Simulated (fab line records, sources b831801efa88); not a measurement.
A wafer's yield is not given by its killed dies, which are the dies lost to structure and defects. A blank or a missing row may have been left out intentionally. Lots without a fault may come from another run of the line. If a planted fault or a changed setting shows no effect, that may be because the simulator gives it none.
Which tool was responsible?    flow gf180mcu    7 lots, 17 wafers sampled, at 1 step of a route of 602

## WHAT THE GAUGES SHOWED, per wafer
GF_CONTACT_OVL_MEAS_15.
lot   measured      on          CONTACT_OVL (nm)
L284  day 16 09:29  overlay-02  4 5 2
L287  day 18 00:46  overlay-01  1
L292  day 19 13:04  overlay-01  -10
L295  day 20 11:59  overlay-02  -9 -10 -15
L298  day 21 11:10  overlay-02  -11 -7 0
L301  day 22 13:20  overlay-02  5 7 13
L304  day 23 14:33  overlay-01  4 8 5

## EACH LOT AND THE TOOL THAT RAN IT (in order: tool; ch and the chambers of the sampled wafers; start)
Before these readings, the record contains no process step.

## THE ANSWER, worked out from the rows above alone
Rule: the lots themselves supply what counts as usual. Put in order of their means at a reading, lots are off if they are a third of the lots or fewer, leave a main group of 4 or more, and stand apart from it by a gap of 3 or more times the standard deviation of the main group's means; of several such gaps the widest counts. A main group whose means are all the same, to the digits that the tables above print for the reading, isn't used. Also off: a lot with no number at a reading for which 4 or more lots have one. Any other lot the step has rows for is counted as sound.
No lot is off on any of the readings shown, so nothing can be concluded from this.

## WHAT HAD BEEN PUT IN BY THE SIMULATOR
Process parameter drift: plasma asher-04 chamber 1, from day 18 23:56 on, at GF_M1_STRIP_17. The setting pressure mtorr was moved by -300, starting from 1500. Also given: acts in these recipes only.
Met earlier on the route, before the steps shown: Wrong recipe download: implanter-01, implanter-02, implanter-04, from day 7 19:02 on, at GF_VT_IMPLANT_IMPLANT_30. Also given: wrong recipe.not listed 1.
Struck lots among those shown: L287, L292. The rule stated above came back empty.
